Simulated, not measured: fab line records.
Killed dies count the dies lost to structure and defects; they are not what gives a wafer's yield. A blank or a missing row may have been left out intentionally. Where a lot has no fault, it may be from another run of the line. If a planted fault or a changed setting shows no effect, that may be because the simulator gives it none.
fab line records	flow sky130
[record] lots = 24	wafers = 72	last_day = 50
route steps=708 shown SPACER@305 LI_CONTACT@374 CONTACT@433 METAL2@500 VIA2@523 CAPM@538
lots that met no fault: from a run of the same line without faults
start_h: hours from the record's opening day to when the first of the lot's shown wafers began	wait_h: hours elapsed since this lot's preceding step	" unchanged from the row above	L1.1+2: a row that stands for several wafers	- no value, or no start given	* or withheld: withheld	< > ~ a bound
route shown NAME@n: NAME is a module with steps in the file, n the number in the route of the first one	usual: mean/standard deviation of fault-free wafers	same: alike in all rows	chamber/n: place in a boat	sites: the reading at each site	_std_site: their standard deviation	_edge_site: outer sites' mean less inner sites'	radius_mm: how far each site lies from the wafer's centre	mask NAME#n: copy n	behind: the tool/chamber that last shaped the wafer	hold: reason for holding the lot/hours on hold/outcome of the hold	device: whichever transistor did not switch (one of n, p or np)	end of line: the same wafers' tests at the end of the route	for a step that has no rows: nothing shown but its recipe	killed: not the wafer's yield, but the dies lost to structure and defects at the first sort	map: a wafer's dies, marking killed ones x, the rest . and places with no die _
set.NAME: the setting the step ran with; set.NAME@STEP: the setting that earlier step ran with	model.NAME: the simulator's own value behind a step, which no gauge read
route steps across a sampled set of lots; one table per step, one row per wafer
services: from which hour (start_h, from the record's first day; less than 0 if before it) a tool's chamber was out of use, for how many hours, and why
[[steps]]
[step SKY_SPACER_THK_MEAS_01]
[recipe] reads = Si3N4_of_SPACER_CVD_00
[usual] SPACER_CVD_00_THK = 43.1/0.4
lot.wafer	tool	chamber	start_h	wait_h	SPACER_CVD_00_THK[nm]
L074.2	film_metro-01	-	528.80	0.0	43.8
L074.4	"	-	"	"	43.3
L074.6	"	-	"	"	43.6
L075.2	film_metro-01	-	537.83	0.0	43.6
L075.4	"	-	"	"	43.3
L075.6	"	-	"	"	43.7
L076.2	film_metro-01	-	541.49	0.0	43.5
L076.3	"	-	"	"	43.6
L076.5	"	-	"	"	43.6
L077.1	film_metro-04	-	549.84	0.0	42.6
L077.3	"	-	"	"	42.4
L077.5	"	-	"	"	42.4
L078.1	film_metro-01	-	562.39	0.0	42.9
L078.4	"	-	"	"	42.9
L078.6	"	-	"	"	42.8
L079.2	film_metro-01	-	568.21	0.0	43.3
L079.3	"	-	"	"	43.8
L079.6	"	-	"	"	43.4
L080.1	film_metro-01	-	576.83	0.0	43.2
L080.4	"	-	"	"	43.0
L080.5	"	-	"	"	42.8
L081.3	film_metro-02	-	590.01	0.0	42.4
L081.5	"	-	"	"	43.0
L081.6	"	-	"	"	43.2
L082.1	film_metro-04	-	598.74	0.0	42.9
L082.2	"	-	"	"	43.3
L082.4	"	-	"	"	42.8
L083.2	film_metro-04	-	607.19	0.0	42.9
L083.4	"	-	"	"	42.8
L083.5	"	-	"	"	43.0
L084.3	film_metro-01	-	616.50	0.0	42.4
L084.4	"	-	"	"	42.5
L084.5	"	-	"	"	42.3
L085.2	film_metro-04	-	625.25	0.0	42.9
L085.3	"	-	"	"	43.4
L085.4	"	-	"	"	43.1
L086.1	film_metro-01	-	630.22	0.0	42.7
L086.2	"	-	"	"	42.8
L086.3	"	-	"	"	42.6
L087.2	film_metro-01	-	638.05	0.0	42.3
L087.4	"	-	"	"	42.4
L087.6	"	-	"	"	42.3
L088.3	film_metro-04	-	647.93	0.0	42.8
L088.4	"	-	"	"	42.5
L088.6	"	-	"	"	42.5
L089.1	film_metro-04	-	657.05	0.0	42.9
L089.4	"	-	"	"	42.8
L089.5	"	-	"	"	42.9
L090.2	film_metro-04	-	669.59	0.0	43.0
L090.3	"	-	"	"	42.9
L090.4	"	-	"	"	43.1
L091.1	film_metro-04	-	672.70	0.0	43.3
L091.2	"	-	"	"	43.7
L091.6	"	-	"	"	43.6
L092.1	film_metro-01	-	679.13	0.0	43.9
L092.3	"	-	"	"	43.6
L092.6	"	-	"	"	43.3
L093.1	film_metro-02	-	692.52	0.0	42.9
L093.2	"	-	"	"	43.0
L093.4	"	-	"	"	42.9
L094.2	film_metro-04	-	699.23	0.0	43.4
L094.5	"	-	"	"	43.1
L094.6	"	-	"	"	43.2
L095.3	film_metro-01	-	710.11	0.0	42.8
L095.4	"	-	"	"	42.9
L095.5	"	-	"	"	42.6
L096.1	film_metro-01	-	715.54	0.0	43.0
L096.4	"	-	"	"	43.5
L096.6	"	-	"	"	43.0
L097.2	film_metro-02	-	721.71	0.0	43.1
L097.5	"	-	"	"	43.4
L097.6	"	-	"	"	43.4
[step SKY_LI_CONTACT_CD_MEAS_12]
[recipe] target_cd_nm = 170
[usual] cd_nm = 170.2/1.5
lot.wafer	tool	chamber	start_h	wait_h	cd_nm
L074.2	cd_sem-02	-	676.80	-	170.9
L074.4	"	-	"	"	171.4
L074.6	"	-	"	"	170.6
L075.2	cd_sem-02	-	686.69	-	168.7
L075.4	"	-	"	"	167.9
L075.6	"	-	"	"	169.7
L076.2	cd_sem-01	-	689.10	-	166.8
L076.3	"	-	"	"	167.7
L076.5	"	-	"	"	167.5
L077.1	cd_sem-02	-	697.82	-	170.3
L077.3	"	-	"	"	169.8
L077.5	"	-	"	"	169.9
L078.1	cd_sem-01	-	708.93	-	169.3
L078.4	"	-	"	"	169.5
L078.6	"	-	"	"	169.6
L079.2	cd_sem-01	-	713.15	-	171.9
L079.3	"	-	"	"	171.0
L079.6	"	-	"	"	169.9
L080.1	cd_sem-01	-	722.17	-	172.8
L080.4	"	-	"	"	172.3
L080.5	"	-	"	"	170.7
L081.3	cd_sem-02	-	734.82	-	172.0
L081.5	"	-	"	"	171.6
L081.6	"	-	"	"	173.0
L082.1	cd_sem-02	-	741.62	-	171.6
L082.2	"	-	"	"	174.0
L082.4	"	-	"	"	173.4
L083.2	cd_sem-01	-	751.96	-	171.9
L083.4	"	-	"	"	170.3
L083.5	"	-	"	"	171.1
L084.3	cd_sem-01	-	758.78	-	170.4
L084.4	"	-	"	"	169.9
L084.5	"	-	"	"	169.9
L085.2	cd_sem-01	-	768.06	-	169.8
L085.3	"	-	"	"	172.0
L085.4	"	-	"	"	171.0
L086.1	cd_sem-02	-	771.94	-	169.6
L086.2	"	-	"	"	170.6
L086.3	"	-	"	"	169.2
L087.2	cd_sem-02	-	780.45	-	169.1
L087.4	"	-	"	"	170.2
L087.6	"	-	"	"	171.1
L088.3	cd_sem-02	-	786.41	-	170.1
L088.4	"	-	"	"	170.0
L088.6	"	-	"	"	171.0
L089.1	cd_sem-01	-	796.13	-	171.1
L089.4	"	-	"	"	170.5
L089.5	"	-	"	"	170.4
L090.2	cd_sem-02	-	808.20	-	169.7
L090.3	"	-	"	"	169.8
L090.4	"	-	"	"	169.5
L091.1	cd_sem-02	-	811.89	-	168.0
L091.2	"	-	"	"	167.3
L091.6	"	-	"	"	166.8
L092.1	cd_sem-02	-	817.98	-	171.1
L092.3	"	-	"	"	173.0
L092.6	"	-	"	"	169.4
L093.1	cd_sem-02	-	829.43	-	169.6
L093.2	"	-	"	"	170.1
L093.4	"	-	"	"	168.7
L094.2	cd_sem-01	-	835.21	-	170.2
L094.5	"	-	"	"	168.8
L094.6	"	-	"	"	168.5
L095.3	cd_sem-02	-	847.57	-	167.8
L095.4	"	-	"	"	168.4
L095.5	"	-	"	"	168.5
L096.1	cd_sem-01	-	851.84	-	169.9
L096.4	"	-	"	"	169.7
L096.6	"	-	"	"	169.2
L097.2	cd_sem-01	-	856.30	-	170.2
L097.5	"	-	"	"	170.8
L097.6	"	-	"	"	171.8
[step SKY_CONTACT_CMP_27]
[recipe] stop_on = SiO2	t_overpolish_s = 15	down_force_psi = 3.5	platen_rpm = 60	target_thk_nm = 0	pad_velocity_m_s = 0.94248
[usual] head_pressure_psi = 3.500/0.0081	motor_current_A = 11.4/1.2	overpolish_run_s = 15.000/0.0094	slurry_filter_dp_kPa = 13.51/0.14	time_to_endpoint_s = 83.8/2.7
lot.wafer	tool	chamber	start_h	wait_h	head_pressure_psi	motor_current_A	overpolish_run_s	slurry_filter_dp_kPa	time_to_endpoint_s
L074.2	cmp-01	3	736.86	0.1	3.512	10.2	14.995	13.49	84.5
L074.4	"	0	"	"	3.488	12.9	15.009	13.48	81.7
L074.6	"	1	"	"	3.491	10.1	15.010	13.59	82.2
L075.2	cmp-02	1	747.51	0.0	3.511	11.2	14.992	13.72	79.7
L075.4	"	3	"	"	3.495	11.2	15.011	13.44	83.4
L075.6	"	1	"	"	3.502	11.3	14.984	13.53	80.9
L076.3	cmp-01	2	748.06	0.0	3.492	10.3	14.995	13.59	86.0
L076.2	"	1	"	"	3.516	11.1	14.998	13.36	84.0
L076.5	"	3	"	"	3.501	10.4	15.007	13.57	87.0
L077.3	cmp-01	0	756.79	0.1	3.482	13.2	15.007	13.51	83.2
L077.1	"	1	"	"	3.504	10.9	15.005	13.54	84.9
L077.5	"	3	"	"	3.488	9.9	15.012	13.60	82.0
L078.4	cmp-01	0	768.41	0.0	3.514	12.5	15.009	13.61	80.7
L078.1	"	1	"	"	3.505	10.6	15.009	13.46	83.2
L078.6	"	1	"	"	3.504	10.8	14.977	13.50	80.0
L079.3	cmp-01	3	772.46	0.1	3.508	9.5	14.999	13.65	82.0
L079.2	"	0	"	"	3.513	13.2	15.001	13.44	80.7
L079.6	"	3	"	"	3.495	9.9	15.011	13.39	85.8
L080.1	cmp-01	1	781.80	0.4	3.496	10.4	15.012	13.38	85.0
L080.4	"	3	"	"	3.494	10.4	15.003	13.64	86.4
L080.5	"	1	"	"	3.494	11.1	14.986	13.10	84.0
L081.3	cmp-01	2	792.47	0.1	3.514	10.1	14.996	13.48	81.5
L081.5	"	0	"	"	3.498	12.0	15.001	13.45	83.7
L081.6	"	1	"	"	3.493	10.1	14.997	13.51	88.5
L082.1	cmp-02	2	799.15	0.1	3.500	13.4	15.001	13.38	77.8
L082.2	"	0	"	"	3.502	11.6	15.017	13.53	80.6
L082.4	"	1	"	"	3.495	10.8	14.983	13.58	81.4
L083.4	cmp-02	2	809.56	0.1	3.494	12.9	14.994	13.40	83.1
L083.2	"	0	"	"	3.511	12.9	15.005	13.69	83.8
L083.5	"	1	"	"	3.510	11.4	14.979	13.76	83.6
L084.4	cmp-02	0	814.56	0.1	3.502	12.3	15.000	13.45	86.1
L084.3	"	2	"	"	3.489	12.9	14.997	13.63	86.8
L084.5	"	0	"	"	3.485	12.9	15.004	13.47	88.0
L085.2	cmp-02	2	826.56	0.0	3.504	13.3	15.009	13.26	81.8
L085.3	"	3	"	"	3.492	10.8	14.995	13.41	86.9
L085.4	"	0	"	"	3.505	12.0	15.016	13.45	80.4
L086.1	cmp-02	1	829.54	0.1	3.499	10.8	14.994	13.48	87.2
L086.2	"	2	"	"	3.496	13.0	15.016	13.37	83.1
L086.3	"	3	"	"	3.502	11.3	14.998	13.44	88.5
L087.4	cmp-02	1	836.85	0.1	3.488	11.0	15.004	13.50	85.1
L087.2	"	3	"	"	3.502	11.1	15.011	13.61	87.7
L087.6	"	1	"	"	3.499	12.0	14.997	13.39	83.0
L088.3	cmp-01	0	843.39	0.0	3.497	12.6	14.989	13.36	87.5
L088.4	"	2	"	"	3.491	10.3	14.985	13.77	85.7
L088.6	"	1	"	"	3.515	10.6	15.003	13.61	89.1
L089.4	cmp-02	1	854.12	0.5	3.496	11.3	15.008	13.47	82.1
L089.1	"	0	"	"	3.499	12.3	14.992	13.53	78.1
L089.5	"	1	"	"	3.486	11.9	14.997	13.10	85.5
L090.3	cmp-01	3	864.37	0.1	3.498	9.6	15.012	13.42	83.3
L090.4	"	0	"	"	3.486	12.7	14.980	13.28	86.5
L090.2	"	1	"	"	3.500	10.8	14.996	13.54	83.5
L091.2	cmp-02	3	867.81	0.0	3.493	11.5	14.991	13.68	85.5
L091.1	"	0	"	"	3.498	12.8	15.002	13.55	84.8
L091.6	"	0	"	"	3.497	12.0	15.003	13.59	85.3
L092.3	cmp-02	0	874.72	0.1	3.505	11.6	15.007	13.72	83.3
L092.1	"	1	"	"	3.500	11.0	15.010	13.44	85.9
L092.6	"	0	"	"	3.501	12.0	15.006	13.36	84.2
L093.2	cmp-01	3	885.61	0.0	3.490	10.1	15.004	13.63	83.5
L093.4	"	0	"	"	3.507	12.8	15.020	13.50	85.2
L093.1	"	2	"	"	3.493	10.6	15.006	13.50	82.6
L094.2	cmp-01	1	890.56	0.1	3.495	11.2	14.998	13.27	85.9
L094.5	"	3	"	"	3.506	9.7	15.003	13.53	84.1
L094.6	"	0	"	"	3.498	12.5	14.993	13.54	88.3
L095.3	cmp-01	1	904.02	0.1	3.489	10.9	14.981	13.66	81.6
L095.4	"	2	"	"	3.510	10.0	14.989	13.43	80.1
L095.5	"	3	"	"	3.495	10.1	14.996	13.55	83.1
L096.4	cmp-01	1	907.98	0.2	3.498	10.6	15.018	13.52	81.8
L096.1	"	0	"	"	3.513	12.9	15.025	13.63	84.8
L096.6	"	2	"	"	3.498	10.1	15.002	13.54	79.6
L097.2	cmp-02	2	912.50	0.2	3.499	12.8	14.992	13.39	81.2
L097.6	"	1	"	"	3.496	10.7	15.004	13.62	86.1
L097.5	"	2	"	"	3.485	13.4	14.998	13.62	84.0
[step SKY_METAL2_DESCUM_17]
[recipe] chemistry = O2	source_power_w = 150	bias_power_w = 0	pressure_mtorr = 10	temp_c = 40	time_s = 8
[usual] drypump_motor_current_A = 5.4/0.48	oes_product_au = 0.999/0.007
lot.wafer	tool	chamber	start_h	wait_h	drypump_motor_current_A	oes_product_au	rf_hours_counter_h
L074.2	rie_metal-02	0	821.84	0.0	4.8	1.007	6
L074.4	"	0	"	"	4.7	1.006	-
L074.6	"	0	"	"	4.8	1.012	-
L075.2	rie_metal-02	1	830.14	0.0	5.7	1.003	14
L075.4	"	0	"	"	4.8	1.001	-
L075.6	"	1	"	"	5.7	0.989	-
L076.2	rie_metal-03	1	830.79	0.0	5.0	0.995	4
L076.3	"	1	"	"	5.0	0.984	-
L076.5	"	1	"	"	5.0	0.997	-
L077.1	rie_metal-01	0	839.23	0.0	5.6	0.999	1
L077.3	"	0	"	"	5.6	0.998	-
L077.5	"	1	"	"	5.8	0.997	-
L078.1	rie_metal-02	0	851.65	0.0	4.7	0.993	7
L078.4	"	0	"	"	4.7	0.998	-
L078.6	"	0	"	"	4.8	0.995	-
L079.2	rie_metal-02	0	855.06	0.0	4.8	1.014	7
L079.3	"	1	"	"	5.7	0.995	-
L079.6	"	0	"	"	4.8	1.007	-
L080.1	rie_metal-02	1	864.60	0.0	5.7	1.010	15
L080.4	"	0	"	"	4.8	1.015	-
L080.5	"	1	"	"	5.7	1.013	-
L081.3	rie_metal-03	1	875.70	0.0	5.0	0.995	-
L081.5	"	0	"	"	6.1	1.006	-
L081.6	"	1	"	"	5.0	0.995	-
L082.1	rie_metal-01	0	881.35	0.0	5.6	1.001	3
L082.2	"	1	"	"	5.8	0.991	8
L082.4	"	1	"	"	5.8	0.995	-
L083.2	rie_metal-01	1	890.49	0.0	5.8	0.997	8
L083.4	"	0	"	"	5.6	0.998	-
L083.5	"	0	"	"	5.7	1.004	-
L084.3	rie_metal-01	0	895.70	0.0	5.6	0.992	-
L084.4	"	1	"	"	5.8	0.985	-
L084.5	"	1	"	"	5.8	1.001	-
L085.2	rie_metal-02	0	907.75	0.0	4.7	1.006	10
L085.3	"	1	"	"	5.7	0.997	-
L085.4	"	0	"	"	4.7	1.010	-
L086.1	rie_metal-02	1	911.18	0.0	5.7	0.997	18
L086.2	"	0	"	"	4.8	0.997	10
L086.3	"	1	"	"	5.7	0.991	-
L087.2	rie_metal-03	0	917.09	0.0	6.1	1.001	9
L087.4	"	1	"	"	5.0	0.993	-
L087.6	"	0	"	"	6.1	0.999	-
L088.3	rie_metal-02	0	923.81	0.0	4.8	1.006	-
L088.4	"	1	"	"	5.7	0.992	-
L088.6	"	0	"	"	4.8	1.007	-
L089.1	rie_metal-02	1	933.68	0.0	5.7	0.996	19
L089.4	"	0	"	"	4.8	0.998	-
L089.5	"	0	"	"	4.8	1.000	-
L090.2	rie_metal-03	1	943.75	0.0	5.0	0.978	9
L090.3	"	0	"	"	6.1	1.007	-
L090.4	"	1	"	"	5.0	1.000	-
L091.1	rie_metal-02	1	945.69	0.0	5.7	1.001	19
L091.2	"	0	"	"	4.8	1.006	12
L091.6	"	1	"	"	5.7	0.994	-
L092.1	rie_metal-01	0	952.80	0.0	5.7	0.990	6
L092.3	"	1	"	"	5.8	1.006	-
L092.6	"	0	"	"	5.7	1.014	-
L093.1	rie_metal-03	1	964.35	0.0	5.0	0.990	10
L093.2	"	0	"	"	6.1	0.991	12
L093.4	"	1	"	"	5.0	0.993	-
L094.2	rie_metal-02	0	967.64	0.0	4.8	1.005	12
L094.5	"	1	"	"	5.7	0.995	-
L094.6	"	0	"	"	4.8	0.996	-
L095.3	rie_metal-02	1	980.56	0.0	5.7	0.993	-
L095.4	"	0	"	"	4.8	1.009	-
L095.5	"	0	"	"	4.8	0.991	-
L096.1	rie_metal-02	1	983.55	0.0	5.7	1.000	21
L096.4	"	1	"	"	5.7	0.991	-
L096.6	"	1	"	"	5.7	0.993	-
L097.2	rie_metal-01	0	990.30	0.0	5.6	0.988	8
L097.5	"	0	"	"	5.6	0.985	-
L097.6	"	1	"	"	5.8	0.996	-
[step SKY_VIA2_STRIP_16]
[recipe] chemistry = O2/N2	power_w = 1400	pressure_mtorr = 1500	platen_temp_c = withheld	o2_flow_sccm = 3000	n2_flow_sccm = 300	overash_fraction = 0.5
[usual] drypump_motor_current_A = 5.9/0.33	oes_product_au = 0.398/0.0047	strip_time_to_endpoint_s = 4.038/0.025
lot.wafer	tool	chamber	start_h	wait_h	drypump_motor_current_A	oes_product_au	rf_hours_counter_h	strip_time_to_endpoint_s
L074.2	plasma_asher-02	0	849.70	0.0	6.1	0.391	11	3.992
L074.4	"	0	"	"	6.1	0.398	-	4.018
L074.6	"	0	"	"	6.1	0.393	-	4.013
L075.2	plasma_asher-04	0	857.99	0.0	6.2	0.396	100	4.051
L075.4	"	1	"	"	6.1	0.389	-	4.020
L075.6	"	1	"	"	6.1	0.395	-	4.044
L076.2	plasma_asher-02	1	858.33	0.0	5.7	0.401	12	4.064
L076.3	"	1	"	"	5.7	0.396	-	4.038
L076.5	"	1	"	"	5.7	0.398	-	4.042
L077.1	plasma_asher-02	0	867.44	0.0	6.1	0.401	13	4.051
L077.3	"	0	"	"	6.1	0.394	-	4.032
L077.5	"	0	"	"	6.1	0.393	-	4.062
L078.1	plasma_asher-02	0	878.79	0.0	6.1	0.391	14	4.014
L078.4	"	0	"	"	6.1	0.403	-	4.053
L078.6	"	1	"	"	5.7	0.400	-	4.033
L079.2	plasma_asher-01	0	882.50	0.0	5.1	0.401	44	4.023
L079.3	"	1	"	"	5.9	0.403	-	4.028
L079.6	"	1	"	"	5.9	0.394	-	4.033
L080.1	plasma_asher-01	1	891.75	0.0	5.8	0.402	45	4.023
L080.4	"	1	"	"	5.9	0.397	-	4.006
L080.5	"	0	"	"	5.1	0.396	-	4.019
L081.3	plasma_asher-01	0	903.32	0.1	5.1	0.398	-	4.085
L081.5	"	1	"	"	5.9	0.409	-	4.089
L081.6	"	0	"	"	5.0	0.407	-	4.063
L082.1	plasma_asher-02	1	908.40	0.0	5.7	0.403	17	4.061
L082.2	"	0	"	"	6.1	0.402	17	3.999
L082.4	"	1	"	"	5.7	0.400	-	4.055
L083.2	plasma_asher-01	1	916.84	0.0	5.9	0.396	48	4.036
L083.4	"	1	"	"	5.9	0.406	-	3.994
L083.5	"	0	"	"	5.0	0.395	-	4.014
L084.3	plasma_asher-02	0	922.82	0.1	6.1	0.393	-	3.989
L084.4	"	1	"	"	5.7	0.401	-	3.998
L084.5	"	1	"	"	5.7	0.390	-	4.016
L085.2	plasma_asher-02	0	933.95	0.0	6.1	0.396	19	4.013
L085.3	"	0	"	"	6.1	0.402	-	4.007
L085.4	"	1	"	"	5.7	0.402	-	4.030
L086.1	plasma_asher-04	1	937.14	0.0	6.1	0.397	108	4.016
L086.2	"	0	"	"	6.2	0.404	108	4.048
L086.3	"	0	"	"	6.2	0.393	-	4.058
L087.2	plasma_asher-04	1	943.49	0.0	6.1	0.396	109	3.995
L087.4	"	0	"	"	6.2	0.404	-	4.084
L087.6	"	0	"	"	6.2	0.390	-	4.034
L088.3	plasma_asher-04	1	950.22	0.1	6.1	0.397	-	4.020
L088.4	"	0	"	"	6.2	0.394	-	4.061
L088.6	"	1	"	"	6.1	0.401	-	4.067
L089.1	plasma_asher-02	0	959.30	0.0	6.1	0.394	22	4.038
L089.4	"	1	"	"	5.7	0.395	-	4.026
L089.5	"	0	"	"	6.1	0.402	-	4.067
L090.2	plasma_asher-02	0	969.71	0.0	6.1	0.402	24	4.050
L090.3	"	1	"	"	5.6	0.398	-	4.071
L090.4	"	0	"	"	6.1	0.393	-	4.069
L091.1	plasma_asher-02	0	971.19	0.0	6.1	0.396	24	4.035
L091.2	"	1	"	"	5.7	0.402	24	4.017
L091.6	"	0	"	"	6.1	0.399	-	4.050
L092.1	plasma_asher-02	0	978.74	0.0	6.1	0.404	24	4.028
L092.3	"	0	"	"	6.1	0.389	-	4.007
L092.6	"	1	"	"	5.7	0.399	-	3.997
L093.1	plasma_asher-02	0	991.24	0.0	6.1	0.401	26	4.037
L093.2	"	1	"	"	5.7	0.390	26	4.020
L093.4	"	0	"	"	6.1	0.406	-	4.037
L094.2	plasma_asher-01	0	992.45	0.0	5.0	0.402	56	4.079
L094.5	"	1	"	"	5.9	0.391	-	4.076
L094.6	"	0	"	"	5.0	0.387	-	4.066
L095.3	plasma_asher-02	0	1005.18	0.1	6.1	0.399	-	4.059
L095.4	"	1	"	"	5.7	0.397	-	4.018
L095.5	"	1	"	"	5.7	0.401	-	4.031
L096.1	plasma_asher-04	0	1008.79	0.0	6.2	0.397	115	4.062
L096.4	"	1	"	"	6.1	0.408	-	4.069
L096.6	"	0	"	"	6.2	0.403	-	4.068
L097.2	plasma_asher-02	0	1015.14	0.0	6.1	0.403	28	4.085
L097.5	"	0	"	"	6.1	0.402	-	4.080
L097.6	"	1	"	"	5.7	0.399	-	4.068
[step SKY_CAPM_THK_MEAS_01]
[recipe] reads = SiO2_of_CAPM_CVD_00
[usual] CAPM_CVD_00_THK = 15.51/0.23
lot.wafer	tool	chamber	start_h	wait_h	CAPM_CVD_00_THK[nm]
L074.2	film_metro-04	-	851.22	-	15.39
L074.4	"	-	"	"	15.52
L074.6	"	-	"	"	15.63
L075.2	film_metro-02	-	859.45	-	15.34
L075.4	"	-	"	"	15.60
L075.6	"	-	"	"	15.48
L076.2	film_metro-02	-	859.78	-	15.39
L076.3	"	-	"	"	15.63
L076.5	"	-	"	"	15.91
L077.1	film_metro-01	-	868.92	-	15.19
L077.3	"	-	"	"	15.29
L077.5	"	-	"	"	15.87
L078.1	film_metro-01	-	880.24	-	15.03
L078.4	"	-	"	"	15.25
L078.6	"	-	"	"	15.37
L079.2	film_metro-02	-	883.96	-	15.45
L079.3	"	-	"	"	15.24
L079.6	"	-	"	"	15.59
L080.1	film_metro-01	-	893.19	-	15.60
L080.4	"	-	"	"	15.80
L080.5	"	-	"	"	15.56
L081.3	film_metro-04	-	904.76	-	15.34
L081.5	"	-	"	"	15.81
L081.6	"	-	"	"	15.54
L082.1	film_metro-01	-	910.57	-	15.26
L082.2	"	-	"	"	15.30
L082.4	"	-	"	"	15.40
L083.2	film_metro-04	-	918.30	-	15.45
L083.4	"	-	"	"	15.85
L083.5	"	-	"	"	15.82
L084.3	film_metro-01	-	924.25	-	15.52
L084.4	"	-	"	"	15.73
L084.5	"	-	"	"	15.77
L085.2	film_metro-02	-	935.43	-	15.37
L085.3	"	-	"	"	15.38
L085.4	"	-	"	"	15.81
L086.1	film_metro-01	-	938.59	-	15.34
L086.2	"	-	"	"	15.10
L086.3	"	-	"	"	15.21
L087.2	film_metro-01	-	944.98	-	15.45
L087.4	"	-	"	"	16.02
L087.6	"	-	"	"	15.83
L088.3	film_metro-04	-	951.68	-	15.56
L088.4	"	-	"	"	15.71
L088.6	"	-	"	"	15.88
L089.1	film_metro-01	-	960.90	-	15.13
L089.4	"	-	"	"	15.47
L089.5	"	-	"	"	15.48
L090.2	film_metro-01	-	971.16	-	15.22
L090.3	"	-	"	"	15.34
L090.4	"	-	"	"	15.44
L091.1	film_metro-02	-	972.63	-	15.43
L091.2	"	-	"	"	15.37
L091.6	"	-	"	"	15.64
L092.1	film_metro-01	-	980.18	-	15.47
L092.3	"	-	"	"	15.41
L092.6	"	-	"	"	15.74
L093.1	film_metro-01	-	992.73	-	15.49
L093.2	"	-	"	"	15.40
L093.4	"	-	"	"	15.78
L094.2	film_metro-01	-	993.91	-	15.49
L094.5	"	-	"	"	15.82
L094.6	"	-	"	"	15.67
L095.3	film_metro-02	-	1006.63	-	15.49
L095.4	"	-	"	"	15.58
L095.5	"	-	"	"	15.61
L096.1	film_metro-01	-	1010.23	-	15.92
L096.4	"	-	"	"	16.03
L096.6	"	-	"	"	16.11
L097.2	film_metro-02	-	1016.59	-	15.52
L097.5	"	-	"	"	15.60
L097.6	"	-	"	"	15.66
[[services]]
tool	chamber	start_h	hours	kind
rie_metal-01	-	719.34	5.1	repair
plasma_asher-04	-	733.48	4.7	repair
plasma_asher-02	-	733.75	9.0	pm
cmp-02	-	747.81	4.0	pm
cmp-02	-	747.87	26.6	repair
cmp-01	-	772.10	0.3	repair
cmp-01	-	786.54	1.6	repair
cmp-01	-	794.63	7.9	pm
cmp-01	-	807.60	0.4	repair
cmp-02	-	811.84	2.3	repair
rie_metal-01	1	813.56	5.7	repair
cmp-01	-	822.49	15.5	pm
cmp-02	-	838.15	7.0	pm
cmp-01	-	852.07	6.3	repair
cmp-01	-	854.87	1.4	repair
cmp-02	-	860.16	3.2	pm
cmp-02	-	907.59	3.9	repair
cmp-01	-	912.12	4.0	pm
cmp-01	-	937.70	15.6	repair
cmp-01	-	943.40	0.6	repair
cmp-01	-	967.69	0.7	repair
cmp-02	-	971.85	2.5	repair
rie_metal-02	1	985.47	3.7	repair
cmp-02	-	999.34	0.9	repair
[[key]]
fault none
